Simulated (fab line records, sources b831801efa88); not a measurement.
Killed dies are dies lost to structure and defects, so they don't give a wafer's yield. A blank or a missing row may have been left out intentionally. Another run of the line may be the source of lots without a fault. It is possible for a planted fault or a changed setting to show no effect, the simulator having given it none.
Check for tools in common -- flow gf180mcu -- Sampled: 13 lots, 39 wafers

== REASON FOR OPENING ==
Of 13 lots, 1 have the reading NWELL_TW flagged at GF_NWELL_TW_MEAS_11. Fault-free wafers read 1570, with a standard deviation of 16.
Rule: flag the lot when none of its wafers has a number, or when each of its wafers that has one lies beyond 4 standard deviations from that mean. All remaining lots are regarded as sound.

lot,measured,on,"NWELL_TW, wafer by wafer",flag
L641,day 3 08:05,film-metro-03,1586 1587 1578,
L643,day 3 22:09,film-metro-01,1561 1563 1566,
L644,day 3 23:43,film-metro-01,30 30 30,FLAGGED
L649,day 5 09:54,film-metro-02,1542 1551 1541,
L650,day 5 19:02,film-metro-01,1565 1578 1566,
L652,day 6 00:28,film-metro-03,1583 1589 1594,
L651,day 6 00:32,film-metro-01,1573 1568 1571,
L654,day 6 12:41,film-metro-03,1599 1590 1591,
L658,day 7 05:46,film-metro-01,1573 1576 1578,
L660,day 7 15:03,film-metro-02,1546 1547 1550,
L661,day 7 21:26,film-metro-03,1574 1579 1575,
L663,day 8 07:45,film-metro-01,1568 1566 1571,
L664,day 8 11:45,film-metro-02,1545 1543 1540,
The mean of the flagged lots' numbers is 30, -1540 from the usual (-96 standard deviations).

== WHICH TOOL EACH LOT WENT THROUGH ==
The record holds 1 process step before the reading, out of a route of 602 steps. Each cell gives the tool, then ch followed by the chambers the sampled wafers passed through, then the start.
lot,flag,GF_NWELL_EXPOSE_04
L641,,"iline-stepper-01 ch 0, day 3 00:50"
L643,,"iline-stepper-02 ch 0, day 3 15:31"
L644,FLAGGED,"iline-stepper-02 ch 0, day 3 17:01"
L649,,"iline-stepper-02 ch 0, day 5 02:29"
L650,,"iline-stepper-02 ch 0, day 5 11:36"
L652,,"iline-stepper-02 ch 0, day 5 16:42"
L651,,"iline-stepper-01 ch 0, day 5 16:55"
L654,,"iline-stepper-02 ch 0, day 6 05:11"
L658,,"iline-stepper-02 ch 0, day 6 21:28"
L660,,"iline-stepper-02 ch 0, day 7 07:20"
L661,,"iline-stepper-02 ch 0, day 7 12:57"
L663,,"iline-stepper-02 ch 0, day 7 23:46"
L664,,"iline-stepper-01 ch 0, day 8 04:22"
These steps, and what they do:
- GF_NWELL_EXPOSE_04: exposes mask Nwell, target cd 860 nm.
- GF_NWELL_TW_MEAS_11

== FLAGGED OVER TOTAL, TOOL BY TOOL (the gauges that took the reading come last) ==
step,tool,lots run,flagged,share of the flagged lots,sound lots run after its first flagged lot
GF_NWELL_EXPOSE_04,iline-stepper-01,3,0,none,-
GF_NWELL_EXPOSE_04,iline-stepper-02,10,1,all,"8 (L649,L650,L652,L654,L658,L660,L661,L663)"
GF_NWELL_TW_MEAS_11,film-metro-01,6,1,all,"4 (L650,L651,L658,L663)"
GF_NWELL_TW_MEAS_11,film-metro-02,3,0,none,-
GF_NWELL_TW_MEAS_11,film-metro-03,4,0,none,-

== WHAT THE TABLE ALLOWS ==
In 2 table rows, all flagged lots were run: iline-stepper-02 (GF_NWELL_EXPOSE_04), film-metro-01 (GF_NWELL_TW_MEAS_11).
- iline-stepper-02 at GF_NWELL_EXPOSE_04: 1 of its 10 lots flagged. Sound lots followed the first flagged one (L649, L650, L652, L654, L658, L660, L661, L663) on it, something a lasting fault affecting the whole tool could not allow.
- film-metro-01 at GF_NWELL_TW_MEAS_11: 1 of its 6 lots flagged. Sound lots followed the first flagged one (L650, L651, L658, L663) on it, something a lasting fault affecting the whole tool could not allow.
None of the table's rows ran every flagged lot and, after the first, no sound lot.

== WHAT WAS PUT IN BY THE SIMULATOR ==
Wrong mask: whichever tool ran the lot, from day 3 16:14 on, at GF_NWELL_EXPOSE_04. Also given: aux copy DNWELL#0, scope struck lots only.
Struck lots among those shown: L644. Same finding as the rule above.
